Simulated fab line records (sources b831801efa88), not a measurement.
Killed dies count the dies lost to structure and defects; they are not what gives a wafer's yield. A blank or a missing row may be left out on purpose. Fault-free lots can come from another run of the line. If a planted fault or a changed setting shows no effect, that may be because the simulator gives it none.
Problem report, 8D (eight disciplines) form, completed by code	flow sky130	the parts of the form that need people (team, actions taken, sign-off) are left out

1. PROBLEM STATEMENT
Wafers free of any fault read 68.45 ohm/sq (standard deviation 0.13) for SD_N_RS at SKY_SD_N_RS_MEAS_16, against a mean of 67.37 ohm/sq on 4 wafers of 2 lots. That is -8.3 standard deviations from the usual mean.
The step: measures by four-point-probe.
First seen on wafer L864.2, day 32 20:58, on filmMetro-01. At this step, 34 wafers from 12 lots have a number in the record. By rule, "out" or "out of limits" means more than 4 standard deviations away from the usual mean. All remaining wafers that have a number are taken as sound.

2. WHAT THIS IS AND IS NOT
question	is	is not
which readings at this step	SD_N_RS	-
which lots	L864, L866	L850, L852, L853, L854, L855, L856, L857, L869, L871, L873
which wafers of those lots	all that have a number	-
read on which gauges	filmMetro-01	filmMetro-02, filmMetro-04
when	from day 32 20:58	up to then (21 sound wafers); but 9 sound wafers of L869, L871, L873 came after

3. SUSPECTS, AND WHAT RULES EACH OUT
Counting: a tool at a process step up to the reading stays a suspect if it ran every lot that is out and no sound lot after the first of them.
- ruled out: the gauge at SKY_SD_N_RS_MEAS_16. All the wafers that are out were read on filmMetro-01, but those of them that SKY_SD_N_RTA_14 has rows for are out there too, on other tools.
- plasmaAsher-01 at SKY_RES_XHIGH_STRIP_08 (strips in O2/N2): ruled out as a lasting fault. After its first lot that is out, L864 (day 31 17:12), sound lots L869, L871 ran on it.
- rtpAnneal-02 at SKY_SD_N_RTA_14 (time 2 s): kept. Every lot that is out went through it, starting with L864 (day 32 20:47), and after that it ran no sound lot; the last sound lot it ran before then is L857 (day 30 20:57). Its own readings are out on those wafers: wafer_temp_C_max.
The count leaves rtpAnneal-02 at SKY_SD_N_RTA_14.

4. THE CAUSE (what the simulator had put in)
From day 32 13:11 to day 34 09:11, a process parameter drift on rtpAnneal-02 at SKY_SD_N_RTA_14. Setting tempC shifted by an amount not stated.
After counting, this tool was the only one left.

5. THE EFFECT CHAIN, in route order
Each row: a reading whose mean over the struck wafers that have a number lies more than 3 standard deviations from the usual. Scope: only readings with a usual standard deviation given in the record; hours: median across lots of the time from each lot's start at the first step in this table that gives one to its start at this step; sigmas: change in usual standard deviations.
hours	step	reading	usual	on struck wafers	change	sigmas
0	SKY_SD_N_RTA_14	wafer_temp_C_max	1078.2	1084.4	+6.2	+4.8
0	SKY_SD_N_RS_MEAS_16	SD_N_RS	68.45 ohm/sq	67.37	-1.08	-8.3
0	SKY_SD_N_RS_MEAS_17	SD_P_RS	146.9 ohm/sq	141.8	-5.1	-12
It contains these process steps:
- SKY_SD_N_RTA_14: time 2 s.

6. HOW IT WOULD HAVE BEEN CAUGHT EARLIER
In this record the first reading out of limits at a measuring or inspecting step was taken at day 32 20:58, 8 hours after the fault began at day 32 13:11.
The tool's own readings at SKY_SD_N_RTA_14 were out on every struck wafer that the step has a row for (wafer_temp_C_max): an alarm limit on them would have fired on the first of those.
L866, from the lots that are out (2), started SKY_SD_N_RTA_14 on rtpAnneal-02 later than day 32 20:58. Had the tool been put on hold then, it would have been spared.
